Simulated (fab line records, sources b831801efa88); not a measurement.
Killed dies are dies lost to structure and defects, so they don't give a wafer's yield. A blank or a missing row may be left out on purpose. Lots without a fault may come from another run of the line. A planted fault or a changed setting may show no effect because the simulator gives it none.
Which tool did it? | flow gf180mcu | 12 lots, 36 wafers sampled, at 5 steps of a route of 602

WHAT THE GAUGES READ, wafer by wafer
GF_PSD_RS_MEAS_14: measures by four-point-probe. Usual: NSD_RS 46.14 ohm/sq, standard deviation 0.078.
lot  | measured     | on            | NSD_RS (ohm/sq)   | flag
L738 | day 15 13:38 | film_metro-03 | 46.14 46.15 46.07 |
L740 | day 15 15:34 | film_metro-01 | 46.18 46.26 46.19 |
L744 | day 17 02:01 | film_metro-01 | 46.22 46.15 46.17 |
L749 | day 18 20:19 | film_metro-01 | 46.75 46.69 46.70 | OFF
L751 | day 19 09:22 | film_metro-04 | 46.88 46.87 46.86 | OFF
L752 | day 19 18:23 | film_metro-04 | 46.24 46.14 46.13 |
L753 | day 20 05:10 | film_metro-01 | 46.11 46.09 46.08 |
L755 | day 20 21:28 | film_metro-04 | 46.16 46.12 46.26 |
L756 | day 21 08:46 | film_metro-01 | 46.23 46.26 46.17 |
L757 | day 21 17:49 | film_metro-03 | 46.15 46.14 46.15 |
L758 | day 21 22:25 | film_metro-04 | 46.11 46.14 46.19 |
L759 | day 22 08:11 | film_metro-01 | 45.91 46.04 46.07 |

GF_M1_CD_MEAS_14: target cd 230 nm. Usual: cd_nm 229.9 nm, standard deviation 1.1.
lot  | measured     | on        | cd_nm (nm)        | flag
L738 | day 18 12:10 | cd_sem-02 | 229.6 231.7 230.5 |
L740 | day 18 15:09 | cd_sem-01 | 231.5 232.6 232.9 |
L744 | day 20 04:47 | cd_sem-01 | 230.1 230.1 230.4 |
L749 | day 22 00:49 | cd_sem-02 | 228.9 230.5 229.2 |
L751 | day 22 11:16 | cd_sem-02 | 229.2 228.1 229.7 |
L752 | day 22 21:20 | cd_sem-01 | 230.4 230.5 230.0 |
L753 | day 23 05:39 | cd_sem-02 | 228.9 228.5 228.4 |
L755 | day 23 22:40 | cd_sem-01 | 229.0 227.1 229.0 |
L756 | day 24 08:28 | cd_sem-02 | 230.0 230.3 229.3 |
L757 | day 24 17:43 | cd_sem-01 | 229.9 230.2 228.9 |
L758 | day 24 22:19 | cd_sem-01 | 228.6 230.8 228.8 |
L759 | day 25 06:18 | cd_sem-02 | 230.3 232.4 231.7 |

WHICH TOOL RAN EACH LOT (tool, then ch and the chambers of the sampled wafers, then the start)
lot  | GF_NSD_IMPLANT_09               | GF_NSD_STRIP_11                      | GF_M1_SPUTTER_02
L738 | implanter-01 ch 0, day 14 15:58 | plasma_asher-04 ch 0,1, day 14 16:14 | pvd_sputter-04, day 17 12:52
L740 | implanter-01 ch 0, day 14 18:16 | plasma_asher-03 ch 0,1, day 14 18:32 | pvd_sputter-03, day 17 15:24
L744 | implanter-03 ch 0, day 16 01:40 | plasma_asher-04 ch 0,1, day 16 01:56 | pvd_sputter-04, day 19 04:12
L749 | implanter-01 ch 0, day 17 20:26 | plasma_asher-04 ch 0,1, day 17 20:43 | pvd_sputter-03, day 21 00:22
L751 | implanter-01 ch 0, day 18 08:52 | plasma_asher-04 ch 0,1, day 18 09:08 | pvd_sputter-03, day 21 11:46
L752 | implanter-04 ch 0, day 18 17:10 | plasma_asher-03 ch 0,1, day 18 17:26 | pvd_sputter-03, day 21 21:44
L753 | implanter-03 ch 0, day 19 03:50 | plasma_asher-03 ch 0,1, day 19 04:08 | pvd_sputter-03, day 22 06:59
L755 | implanter-04 ch 0, day 19 19:56 | plasma_asher-04 ch 0,1, day 19 20:14 | pvd_sputter-01, day 22 23:34
L756 | implanter-04 ch 0, day 20 07:49 | plasma_asher-04 ch 0,1, day 20 08:05 | pvd_sputter-01, day 23 10:09
L757 | implanter-03 ch 0, day 20 17:04 | plasma_asher-04 ch 0,1, day 20 17:20 | pvd_sputter-04, day 23 19:04
L758 | implanter-01 ch 0, day 20 21:25 | plasma_asher-03 ch 0,1, day 20 21:41 | pvd_sputter-01, day 23 23:59
L759 | implanter-01 ch 0, day 21 07:47 | plasma_asher-02 ch 0,1, day 21 08:05 | pvd_sputter-03, day 24 08:54
- GF_NSD_IMPLANT_09
- GF_NSD_STRIP_11: strips in O2/N2.
- GF_M1_SPUTTER_02: material AlCu, target thk 450 nm, time 23.9 s.

WHAT THE TOOLS THEMSELVES READ (means of the sampled wafers that have a number; where no wafer has one, the mark that the record gives instead)
GF_NSD_IMPLANT_09. Usual: end_station_pressure_torr 1.17e-05 Torr, standard deviation 9.3e-07; faraday_current_uA 10501, standard deviation 640.
lot  | tool         | end_station_pressure_torr (Torr) | faraday_current_uA | flag
L738 | implanter-01 | 1.20e-05                         | 10369              |
L740 | implanter-01 | 1.13e-05                         | 10055              |
L744 | implanter-03 | 1.05e-05                         | 9964               |
L749 | implanter-01 | 1.14e-05                         | 10146              |
L751 | implanter-01 | 1.19e-05                         | 10581              |
L752 | implanter-04 | 1.27e-05                         | 11549              |
L753 | implanter-03 | 1.08e-05                         | 9712               |
L755 | implanter-04 | 1.38e-05                         | 11452              |
L756 | implanter-04 | 1.26e-05                         | 11382              |
L757 | implanter-03 | 1.09e-05                         | 10062              |
L758 | implanter-01 | 1.11e-05                         | 10528              |
L759 | implanter-01 | 1.14e-05                         | 10426              |

GF_NSD_STRIP_11. Usual: drypump_motor_current_A 5.6 A, standard deviation 0.47; heater_power_w 357 W, standard deviation 22; oes_product_au 0.486 a.u., standard deviation 0.0049; strip_time_to_endpoint_s 22.96 s, standard deviation 0.034.
lot  | tool            | drypump_motor_current_A (A) | heater_power_w (W) | oes_product_au (a.u.) | strip_time_to_endpoint_s (s) | flag
L738 | plasma_asher-04 | 5.1                         | 355                | 0.482                 | 22.99                        |
L740 | plasma_asher-03 | 5.8                         | 344                | 0.490                 | 22.96                        |
L744 | plasma_asher-04 | 5.1                         | 357                | 0.488                 | 22.94                        |
L749 | plasma_asher-04 | 5.4                         | 374                | 0.489                 | 22.51                        | OFF
L751 | plasma_asher-04 | 5.4                         | 374                | 0.488                 | 22.50                        | OFF
L752 | plasma_asher-03 | 5.9                         | 346                | 0.486                 | 22.94                        |
L753 | plasma_asher-03 | 5.9                         | 341                | 0.487                 | 22.98                        |
L755 | plasma_asher-04 | 5.4                         | 374                | 0.488                 | 22.98                        |
L756 | plasma_asher-04 | 5.4                         | 376                | 0.489                 | 22.92                        |
L757 | plasma_asher-04 | 5.4                         | 375                | 0.491                 | 22.92                        |
L758 | plasma_asher-03 | 5.9                         | 346                | 0.485                 | 22.92                        |
L759 | plasma_asher-02 | 5.8                         | 359                | 0.484                 | 22.96                        |

GF_M1_SPUTTER_02. Usual: throttle_valve_pct 30.1 %, standard deviation 0.93.
lot  | tool           | throttle_valve_pct (%) | flag
L738 | pvd_sputter-04 | 29.0                   |
L740 | pvd_sputter-03 | 31.0                   |
L744 | pvd_sputter-04 | 30.6                   |
L749 | pvd_sputter-03 | 30.4                   |
L751 | pvd_sputter-03 | 30.3                   |
L752 | pvd_sputter-03 | 29.7                   |
L753 | pvd_sputter-03 | 30.3                   |
L755 | pvd_sputter-01 | 29.6                   |
L756 | pvd_sputter-01 | 30.0                   |
L757 | pvd_sputter-04 | 30.1                   |
L758 | pvd_sputter-01 | 30.1                   |
L759 | pvd_sputter-03 | 30.4                   |

THE ANSWER, worked out from the rows above alone
Rule: a lot is off if the mean of its wafers that have a number lies more than 3 standard deviations from the usual mean. A lot without any number at a reading at which 4 lots or more have one is off too. The other lots that the step has rows for count as sound. The gauges are gone through in route order, then the tools' own readings, and for those a lot's mean is taken as printed above. The first step at which some lot is off is used, and at that step the reading that is off furthest; a lot without a number counts as furthest.
Off: L749, L751, at GF_PSD_RS_MEAS_14 (NSD_RS).
A tool fits if, at a process step before that reading, it ran every lot that is off, and no sound lot after the first of them. The gauges at GF_PSD_RS_MEAS_14 aren't tried: what is off there is off at GF_NSD_STRIP_11 too, on other tools, and a gauge's error can't cause that. None of those tried fits.

WHAT THE SIMULATOR HAD PUT IN
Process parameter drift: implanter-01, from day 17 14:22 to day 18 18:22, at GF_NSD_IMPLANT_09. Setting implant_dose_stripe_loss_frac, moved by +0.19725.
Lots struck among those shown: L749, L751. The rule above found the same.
